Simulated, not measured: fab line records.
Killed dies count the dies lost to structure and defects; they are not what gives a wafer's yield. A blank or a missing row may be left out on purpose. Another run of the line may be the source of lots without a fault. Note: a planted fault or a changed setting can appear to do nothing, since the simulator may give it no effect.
Which tool did it? || flow sky130 || 33 wafers sampled from 11 lots at 1 step of a route of 708

== WHAT THE GAUGES SHOWED, per wafer ==
SKY_FIELD_ISO_BOW_MEAS_00.
{"lot": "L345", "measured": "day 1 15:01", "on": "film_metro-02", "INCOMING_BOW (um)": "-7 2 1"}
{"lot": "L346", "measured": "day 1 20:02", "on": "film_metro-03", "INCOMING_BOW (um)": "2 -7 -2"}
{"lot": "L347", "measured": "day 2 01:00", "on": "film_metro-03", "INCOMING_BOW (um)": "-13 2 -4"}
{"lot": "L348", "measured": "day 2 06:01", "on": "film_metro-03", "INCOMING_BOW (um)": "-4 -4 -12"}
{"lot": "L349", "measured": "day 2 11:00", "on": "film_metro-02", "INCOMING_BOW (um)": "-14 2 -4"}
{"lot": "L359", "measured": "day 4 13:01", "on": "film_metro-03", "INCOMING_BOW (um)": "-1 0 9"}
{"lot": "L360", "measured": "day 4 18:00", "on": "film_metro-01", "INCOMING_BOW (um)": "1 5 -10"}
{"lot": "L361", "measured": "day 4 23:00", "on": "film_metro-03", "INCOMING_BOW (um)": "-10 4 9"}
{"lot": "L363", "measured": "day 5 09:01", "on": "film_metro-03", "INCOMING_BOW (um)": "10 8 7"}
{"lot": "L365", "measured": "day 5 19:02", "on": "film_metro-01", "INCOMING_BOW (um)": "-8 -9 12"}
{"lot": "L367", "measured": "day 6 05:01", "on": "film_metro-02", "INCOMING_BOW (um)": "15 1 -7"}

== EACH LOT AND THE TOOL THAT RAN IT (in order: tool; ch and the chambers of the sampled wafers; start) ==
The record holds no process step before these readings.

== AS READ BY THE TOOLS THEMSELVES (means over the sampled wafers that have a number; for cases with no such wafer, the mark the record gives instead) ==
The record holds no such reading with a usual standard deviation.

== THE ANSWER, worked out from the rows above alone ==
Rule: the usual values come from the lots themselves. Put in order of their means at a reading, lots are off if they are a third of the lots or fewer, leave a main group of 4 or more, and stand apart from it by a gap of 3 or more times the standard deviation of the main group's means; of several such gaps the widest counts. A main group whose means are all the same, to the digits that the tables above print for the reading, isn't used. A lot without any number at a reading at which 4 lots or more have one is off too. The other lots that the step has rows for count as sound. The gauges are gone through in route order, then the tools' own readings, and for those a lot's mean is taken as printed above. The first step at which some lot is off is used, and at that step the reading that is off furthest; a lot without a number counts as furthest.
No lot is off at any reading shown: from this, nothing can be told.

== WHAT THE SIMULATOR HAD PUT IN ==
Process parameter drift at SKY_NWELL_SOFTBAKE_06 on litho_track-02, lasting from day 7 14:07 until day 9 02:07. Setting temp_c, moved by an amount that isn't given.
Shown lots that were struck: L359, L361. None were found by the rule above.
